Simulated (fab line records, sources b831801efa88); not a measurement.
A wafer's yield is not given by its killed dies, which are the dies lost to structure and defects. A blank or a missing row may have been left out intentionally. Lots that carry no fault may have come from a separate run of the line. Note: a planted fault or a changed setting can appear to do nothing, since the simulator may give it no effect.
One fault seen from 2 desks | flow sky130 | only its own numbers are on each desk; what lay behind them is given at the end

## AT THE METROLOGY DESK
Lot by lot, what the gauges showed, no matter which tool ran the lot: averages of those sampled wafers that carry a number. A lot is out of limits, marked OUT, if its mean lies more than 4 standard deviations from the usual mean; the brackets give that distance.
Columns: A = SD_P_RS at SKY_SD_N_RS_MEAS_17, usual 147.2 ohm/sq; B = cdNm at SKY_VIA1_CD_MEAS_12, usual 149.5 nm
lot  | first seen here | A     | B
L842 | day 27 16:14    | 147.2 | 150.4
L843 | day 28 07:52    | 146.6 | 149.4
L844 | day 29 12:50    | 147.4 | 151.6
L847 | day 30 02:02    | 146.9 | 151.4
L851 | day 31 04:31    | 147.5 | 148.9
L852 | day 31 04:50    | 147.6 | 148.8
L853 | day 31 22:35    | 147.1 | 150.8
L854 | day 31 22:38    | 147.4 | 148.7
L855 | day 32 06:29    | 146.9 | 147.4
L858 | day 32 14:34    | 147.2 | 146.9
L859 | day 32 16:19    | 147.3 | 129.3 (-11) OUT
This desk finds L859 out of limits, L859 being first, at day 38 09:15 (cdNm at SKY_VIA1_CD_MEAS_12). L842, L843, L844, L847, L851, L852, L853, L854, L855, L858 stayed within limits.

## THE TOOL OWNER'S DESK: krfScanner-01
The tool's own readings at SKY_VIA1_EXPOSE_09 (exposes mask VIM, target cd 150 nm): means of the sampled wafers that have a number, for each lot that ran on this tool. A lot is out of limits, marked OUT, if its mean lies more than 4 standard deviations from the usual mean; the brackets give that distance.
Columns: A = stageVelMmS at SKY_VIA1_EXPOSE_09, usual 499.97 mm/s
lot  | first seen here | A
L851 | day 36 08:05    | 500.00
L852 | day 36 09:37    | 500.00
L855 | day 37 09:45    | 499.84
L859 | day 37 21:17    | 500.10
Result from this desk: across the 4 lots, nothing is out of limits.

## ALL TOGETHER
On L859, the metrology desk was in a position to raise an alarm at day 38 09:15.
The desk of the tool owner found nothing out of limits.
The tool owner's desk has L859 on record, within its limits.
On krfScanner-01, each named lot ran SKY_VIA1_EXPOSE_09.

## WHAT THE SIMULATOR HAD INSERTED
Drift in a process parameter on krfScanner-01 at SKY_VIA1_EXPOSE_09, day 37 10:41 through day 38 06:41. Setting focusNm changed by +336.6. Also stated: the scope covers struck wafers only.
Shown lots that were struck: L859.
Delay in hours, fault start to first out-of-limits reading, per desk: metrology desk 23.
